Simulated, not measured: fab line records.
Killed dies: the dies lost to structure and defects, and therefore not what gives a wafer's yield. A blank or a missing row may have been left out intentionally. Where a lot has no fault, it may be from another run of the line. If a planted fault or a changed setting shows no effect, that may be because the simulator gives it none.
fab line records ; flow sky130
[record] lots = 12; wafers = 36; last-day = 51
route steps=708 shown GATE_OXIDE@189 RES_PROTECT@215 POLY_GATE@232 LDD_HVN@275
lots that met no fault: taken from a fault-free run of the same line
start-h: the number of hours between the record's first day and the start of the first shown wafer of the lot ; wait-h: time in hours since the lot's previous step ; " identical to the entry in the row above ; L1.1+2: several wafers, shown together as one row ; - no value, or no start given ; * or withheld: withheld ; < > ~ a bound
route shown NAME@n: names a module that has steps shown in the file, with the first one's number in the route ; usual: the fault-free wafers' mean and standard deviation ; same: alike in all rows ; chamber/n: place in a boat ; sites: each site's reading ; _std_site: the standard deviation of these ; _edge_site: mean of outer sites minus mean of inner sites ; radius-mm: how far each site lies from the wafer's centre ; mask NAME#n: copy n ; behind: the most recent tool/chamber to have shaped the wafer ; hold: reason for holding the lot/hours on hold/outcome of the hold ; device: whichever transistor did not switch (one of n, p or np) ; end of line: the same wafers' tests at the end of the route ; a step without rows: its recipe alone ; killed: at the first sort, the dies lost to defects and structure; wafer yield is something else ; map: a wafer's dies, x killed, . not, _ none there
set.NAME: the setting that was run; set.NAME@STEP: the one run at that earlier step ; model.NAME: the simulator's own value behind a step, which no gauge read
one table for each step of the route and one row for each wafer, over a sample of lots
services: from which hour (start-h, from the record's first day; less than 0 if before it) a tool's chamber was out of use, for how many hours, and why
[[steps]]
[step SKY_GATE_OXIDE_THK_MEAS_02]
[recipe] reads = SiO2_of_GATE_OXIDE_OXIDATION_01
[usual] GATE_OXIDE_OXIDATION_00_THK = 10.12/0.19
lot.wafer;tool;chamber;start-h;wait-h;GATE_OXIDE_OXIDATION_00_THK[nm]
L852.1;film-metro-02;-;294.39;0.0;9.96
L852.3;film-metro-02;-;294.39;0.0;10.08
L852.6;film-metro-02;-;294.39;0.0;9.96
L853.4;film-metro-02;-;295.83;0.0;10.22
L853.5;film-metro-02;-;295.83;0.0;10.25
L853.6;film-metro-02;-;295.83;0.0;10.07
L854.1;film-metro-02;-;304.79;0.0;9.97
L854.5;film-metro-02;-;304.79;0.0;10.17
L854.6;film-metro-02;-;304.79;0.0;10.08
L860.2;film-metro-02;-;361.11;0.0;10.23
L860.3;film-metro-02;-;361.11;0.0;10.16
L860.4;film-metro-02;-;361.11;0.0;10.28
L863.2;film-metro-01;-;382.45;0.0;10.16
L863.4;film-metro-01;-;382.45;0.0;10.04
L863.5;film-metro-01;-;382.45;0.0;10.17
L864.1;film-metro-03;-;386.40;0.0;10.50
L864.2;film-metro-03;-;386.40;0.0;10.55
L864.5;film-metro-03;-;386.40;0.0;10.51
L866.3;film-metro-02;-;407.58;0.0;10.28
L866.4;film-metro-02;-;407.58;0.0;10.25
L866.5;film-metro-02;-;407.58;0.0;10.40
L867.1;film-metro-03;-;417.63;0.0;10.02
L867.2;film-metro-03;-;417.63;0.0;9.89
L867.3;film-metro-03;-;417.63;0.0;9.98
L871.1;film-metro-03;-;441.86;0.0;9.86
L871.3;film-metro-03;-;441.86;0.0;9.93
L871.5;film-metro-03;-;441.86;0.0;9.80
L872.1;film-metro-03;-;446.59;0.0;10.01
L872.2;film-metro-03;-;446.59;0.0;10.01
L872.6;film-metro-03;-;446.59;0.0;9.92
L873.1;film-metro-02;-;461.47;0.0;9.86
L873.2;film-metro-02;-;461.47;0.0;9.87
L873.5;film-metro-02;-;461.47;0.0;10.03
L874.2;film-metro-01;-;472.64;0.0;9.72
L874.3;film-metro-01;-;472.64;0.0;9.71
L874.5;film-metro-01;-;472.64;0.0;9.58
[step SKY_RES_PROTECT_TW_MEAS_08]
[usual] POLY_GATE_TW = 4077/20
lot.wafer;tool;chamber;start-h;wait-h;POLY_GATE_TW
L852.1;film-metro-04;-;350.52;0.1;4084
L852.3;film-metro-04;-;350.52;0.1;4084
L852.6;film-metro-04;-;350.52;0.1;4087
L853.4;film-metro-04;-;351.54;0.1;4081
L853.5;film-metro-04;-;351.54;0.1;4094
L853.6;film-metro-04;-;351.54;0.1;4088
L854.1;film-metro-03;-;359.51;0.1;4053
L854.5;film-metro-03;-;359.51;0.1;4063
L854.6;film-metro-03;-;359.51;0.1;4052
L860.2;film-metro-01;-;421.67;0.1;4038
L860.3;film-metro-01;-;421.67;0.1;4051
L860.4;film-metro-01;-;421.67;0.1;4065
L863.2;film-metro-04;-;443.83;0.1;4071
L863.4;film-metro-04;-;443.83;0.1;4072
L863.5;film-metro-04;-;443.83;0.1;4081
L864.1;film-metro-04;-;448.06;0.1;4083
L864.2;film-metro-04;-;448.06;0.1;4081
L864.5;film-metro-04;-;448.06;0.1;4072
L866.3;film-metro-01;-;470.78;0.1;4074
L866.4;film-metro-01;-;470.78;0.1;4090
L866.5;film-metro-01;-;470.78;0.1;4074
L867.1;film-metro-01;-;482.57;0.1;4060
L867.2;film-metro-01;-;482.57;0.1;4084
L867.3;film-metro-01;-;482.57;0.1;4078
L871.1;film-metro-04;-;505.30;0.1;4060
L871.3;film-metro-04;-;505.30;0.1;4057
L871.5;film-metro-04;-;505.30;0.1;4059
L872.1;film-metro-01;-;510.26;0.1;4038
L872.2;film-metro-01;-;510.26;0.1;4091
L872.6;film-metro-01;-;510.26;0.1;4084
L873.1;film-metro-01;-;524.75;0.1;4049
L873.2;film-metro-01;-;524.75;0.1;4059
L873.5;film-metro-01;-;524.75;0.1;4042
L874.2;film-metro-03;-;562.96;0.1;4086
L874.3;film-metro-03;-;562.96;0.1;4085
L874.5;film-metro-03;-;562.96;0.1;4075
[step SKY_POLY_GATE_STRIP_18]
[recipe] chemistry = O2/N2; power-w = 1400; pressure-mtorr = 1500; platen-temp-c = withheld; o2-flow-sccm = 3000; n2-flow-sccm = 311.9; overash-fraction = 0.5
[usual] chamber-pressure-mTorr = 1499.9/1.4; drypump-motor-current-A = 5.9/0.37; oes-product-au = 0.361/0.0048; strip-time-to-endpoint-s = 3.17/0.034
lot.wafer;tool;chamber;start-h;wait-h;chamber-pressure-mTorr;drypump-motor-current-A;oes-product-au;rf-hours-counter-h;strip-time-to-endpoint-s
L852.1;plasma-asher-04;1;381.07;0.0;1501.1;5.3;0.363;70;3.21
L852.3;plasma-asher-04;1;381.07;0.0;1499.6;5.3;0.357;-;3.16
L852.6;plasma-asher-04;1;381.07;0.0;1498.9;5.3;0.366;-;3.17
L853.4;plasma-asher-03;1;382.78;0.0;1500.7;5.6;0.360;-;3.16
L853.5;plasma-asher-03;1;382.78;0.0;1499.2;5.6;0.364;-;3.21
L853.6;plasma-asher-03;0;382.78;0.0;1500.3;6.3;0.355;-;3.22
L854.1;plasma-asher-02;1;389.18;0.0;1499.2;6.2;0.367;26;3.21
L854.5;plasma-asher-02;0;389.18;0.0;1500.9;6.1;0.358;-;3.17
L854.6;plasma-asher-02;1;389.18;0.0;1499.6;6.3;0.362;-;3.13
L860.2;plasma-asher-04;0;454.07;0.0;1500.6;5.9;0.361;78;3.22
L860.3;plasma-asher-04;0;454.07;0.0;1498.5;5.9;0.358;-;3.14
L860.4;plasma-asher-04;1;454.07;0.0;1498.1;5.3;0.365;-;3.19
L863.2;plasma-asher-03;0;476.10;0.0;1501.1;6.3;0.363;67;3.17
L863.4;plasma-asher-03;1;476.10;0.0;1500.2;5.6;0.373;-;3.20
L863.5;plasma-asher-03;0;476.10;0.0;1500.7;6.3;0.356;-;3.19
L864.1;plasma-asher-03;0;480.48;0.0;1498.5;6.3;0.353;68;3.17
L864.2;plasma-asher-03;1;480.48;0.0;1500.3;5.6;0.356;68;3.20
L864.5;plasma-asher-03;1;480.48;0.0;1501.9;5.6;0.365;-;3.14
L866.3;plasma-asher-02;1;502.52;0.1;1500.5;6.2;0.370;-;3.20
L866.4;plasma-asher-02;0;502.52;0.1;1498.6;6.1;0.359;-;3.14
L866.5;plasma-asher-02;1;502.52;0.1;1501.3;6.2;0.368;-;3.18
L867.1;plasma-asher-04;1;514.20;0.0;1499.2;5.3;0.371;84;3.20
L867.2;plasma-asher-04;0;514.20;0.0;1498.8;5.9;0.361;84;3.20
L867.3;plasma-asher-04;1;514.20;0.0;1497.6;5.3;0.356;-;3.18
L871.1;plasma-asher-04;0;536.23;0.0;1497.4;5.9;0.362;86;3.15
L871.3;plasma-asher-04;0;536.23;0.0;1500.1;5.9;0.364;-;3.21
L871.5;plasma-asher-04;0;536.23;0.0;1501.2;5.9;0.361;-;3.17
L872.1;plasma-asher-02;0;541.20;0.0;1498.3;6.1;0.363;42;3.16
L872.2;plasma-asher-02;1;541.20;0.0;1500.9;6.2;0.365;42;3.19
L872.6;plasma-asher-02;1;541.20;0.0;1501.3;6.2;0.360;-;3.18
L873.1;plasma-asher-03;0;555.70;0.0;1499.8;6.3;0.352;75;3.13
L873.2;plasma-asher-03;1;555.70;0.0;1498.8;5.6;0.361;75;3.20
L873.5;plasma-asher-03;1;555.70;0.0;1499.3;5.6;0.359;-;3.14
L874.2;plasma-asher-03;1;594.62;0.0;1500.3;5.6;0.358;79;3.20
L874.3;plasma-asher-03;1;594.62;0.0;1500.1;5.6;0.359;-;3.07
L874.5;plasma-asher-03;0;594.62;0.0;1502.7;6.3;0.346;-;3.09
[step SKY_LDD_HVN_IMPLANT_08]
[recipe] species = P; energy-kev = 60; dose-cm2 = 3e+13; tilt-deg = 40
[usual] dose-ions-cm2 = 2.999e+13/3.3e+10; faraday-current-uA = 169/3.9
lot.wafer;tool;chamber;start-h;wait-h;dose-ions-cm2;faraday-current-uA
L852.1;implanter-04;0;474.14;0.0;3.003e+13;164
L852.3;implanter-04;0;474.14;0.0;2.994e+13;170
L852.6;implanter-04;0;474.14;0.0;3.001e+13;170
L853.4;implanter-02;0;475.17;0.1;3e+13;159
L853.5;implanter-02;0;475.17;0.1;3.003e+13;169
L853.6;implanter-02;0;475.17;0.1;2.999e+13;170
L854.1;implanter-02;0;483.56;0.0;3e+13;165
L854.5;implanter-02;0;483.56;0.0;2.995e+13;175
L854.6;implanter-02;0;483.56;0.0;3.001e+13;167
L860.2;implanter-02;0;546.67;0.0;2.999e+13;166
L860.3;implanter-02;0;546.67;0.0;2.998e+13;170
L860.4;implanter-02;0;546.67;0.0;2.999e+13;166
L863.2;implanter-04;0;568.57;0.0;1.55e+13;85
L863.4;implanter-04;0;568.57;0.0;1.552e+13;87
L863.5;implanter-04;0;568.57;0.0;1.549e+13;83
L864.1;implanter-04;0;572.41;0.0;1.556e+13;89
L864.2;implanter-04;0;572.41;0.0;1.55e+13;86
L864.5;implanter-04;0;572.41;0.0;1.557e+13;85
L866.3;implanter-02;0;593.94;0.1;3e+13;173
L866.4;implanter-02;0;593.94;0.1;2.998e+13;169
L866.5;implanter-02;0;593.94;0.1;2.996e+13;171
L867.1;implanter-02;0;605.81;0.0;2.995e+13;174
L867.2;implanter-02;0;605.81;0.0;2.994e+13;175
L867.3;implanter-02;0;605.81;0.0;2.996e+13;170
L871.1;implanter-02;0;627.44;0.0;2.999e+13;172
L871.3;implanter-02;0;627.44;0.0;3.001e+13;173
L871.5;implanter-02;0;627.44;0.0;2.998e+13;172
L872.1;implanter-01;0;632.99;0.0;3.001e+13;162
L872.2;implanter-01;0;632.99;0.0;3e+13;168
L872.6;implanter-01;0;632.99;0.0;2.999e+13;169
L873.1;implanter-02;0;645.86;0.0;2.998e+13;168
L873.2;implanter-02;0;645.86;0.0;2.996e+13;169
L873.5;implanter-02;0;645.86;0.0;3.001e+13;166
L874.2;implanter-01;0;685.02;0.0;2.996e+13;166
L874.3;implanter-01;0;685.02;0.0;2.997e+13;164
L874.5;implanter-01;0;685.02;0.0;2.997e+13;172
[step SKY_LDD_HVN_TW_MEAS_10]
[usual] LDD_HVN_TW = 1455/7.2
lot.wafer;tool;chamber;start-h;wait-h;LDD_HVN_TW
L852.1;film-metro-04;-;474.39;0.1;1460
L852.3;film-metro-04;-;474.39;0.1;1469
L852.6;film-metro-04;-;474.39;0.1;1455
L853.4;film-metro-03;-;475.37;0.1;1460
L853.5;film-metro-03;-;475.37;0.1;1460
L853.6;film-metro-03;-;475.37;0.1;1447
L854.1;film-metro-02;-;483.81;0.1;1459
L854.5;film-metro-02;-;483.81;0.1;1453
L854.6;film-metro-02;-;483.81;0.1;1461
L860.2;film-metro-03;-;546.90;0.1;1460
L860.3;film-metro-03;-;546.90;0.1;1456
L860.4;film-metro-03;-;546.90;0.1;1445
L863.2;film-metro-03;-;568.80;0.1;1172
L863.4;film-metro-03;-;568.80;0.1;1180
L863.5;film-metro-03;-;568.80;0.1;1178
L864.1;film-metro-03;-;572.66;0.1;1176
L864.2;film-metro-03;-;572.66;0.1;1179
L864.5;film-metro-03;-;572.66;0.1;1181
L866.3;film-metro-03;-;594.16;0.1;1462
L866.4;film-metro-03;-;594.16;0.1;1467
L866.5;film-metro-03;-;594.16;0.1;1460
L867.1;film-metro-03;-;606.06;0.1;1446
L867.2;film-metro-03;-;606.06;0.1;1442
L867.3;film-metro-03;-;606.06;0.1;1445
L871.1;film-metro-04;-;627.69;0.1;1458
L871.3;film-metro-04;-;627.69;0.1;1459
L871.5;film-metro-04;-;627.69;0.1;1459
L872.1;film-metro-04;-;633.24;0.1;1463
L872.2;film-metro-04;-;633.24;0.1;1461
L872.6;film-metro-04;-;633.24;0.1;1453
L873.1;film-metro-02;-;646.11;0.1;1450
L873.2;film-metro-02;-;646.11;0.1;1453
L873.5;film-metro-02;-;646.11;0.1;1441
L874.2;film-metro-04;-;685.25;0.1;1455
L874.3;film-metro-04;-;685.25;0.1;1461
L874.5;film-metro-04;-;685.25;0.1;1462
[[services]]
tool;chamber;start-h;hours;kind
plasma-asher-03;-;435.47;15.6;pm
implanter-04;-;474.99;3.1;repair
implanter-01;-;518.75;14.1;repair
implanter-04;-;530.94;14.1;pm
plasma-asher-04;-;541.65;1.7;repair
implanter-02;-;561.66;1.9;repair
implanter-01;-;575.00;2.8;repair
implanter-04;-;578.27;4.6;repair
implanter-04;-;578.28;5.1;repair
implanter-02;-;596.53;0.5;repair
implanter-02;-;611.19;4.9;pm
plasma-asher-04;-;619.48;2.8;pm
implanter-01;-;619.66;4.2;pm
implanter-01;-;645.82;2.8;pm
implanter-02;-;657.51;1.5;repair
[[key]]
[first-sign] step = SKY_LDD_HVN_IMPLANT_08; reading = dose-ions-cm2; direction = down; sigmas = 99+; usual = *; struck = *
[effect] step = SKY_LDD_HVN_IMPLANT_08; reading = faraday-current-uA; direction = down; sigmas = 21; usual = 169; struck = 86
[effect] step = SKY_LDD_HVN_TW_MEAS_10; reading = LDD_HVN_TW; direction = down; sigmas = 38; usual = 1455; struck = 1178
met-at SKY_LDD_HVN_IMPLANT_08
struck-lots L863,L864
tester-left-out L863,L864
not-acting-at SKY_GATE_OXIDE_THK_MEAS_02,SKY_RES_PROTECT_TW_MEAS_08,SKY_POLY_GATE_STRIP_18
onset-between 474.14 568.57
[fault] kind = process-parameter-drift; tool = implanter-04; chamber = -; onset-h = 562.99; steps = SKY_LDD_HVN_IMPLANT_08; channel = dose-cm2; offset = *; shape = step; end-h = 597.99; acts-in = *; stated = *
// tester-left-out: of these lots the tester's yield and bins aren't shown, on N5 and GAA mostly nor the transistor test; their killed dies are dies lost to structure and defects alone, not to doping, threshold or leakage, so they don't give the yield
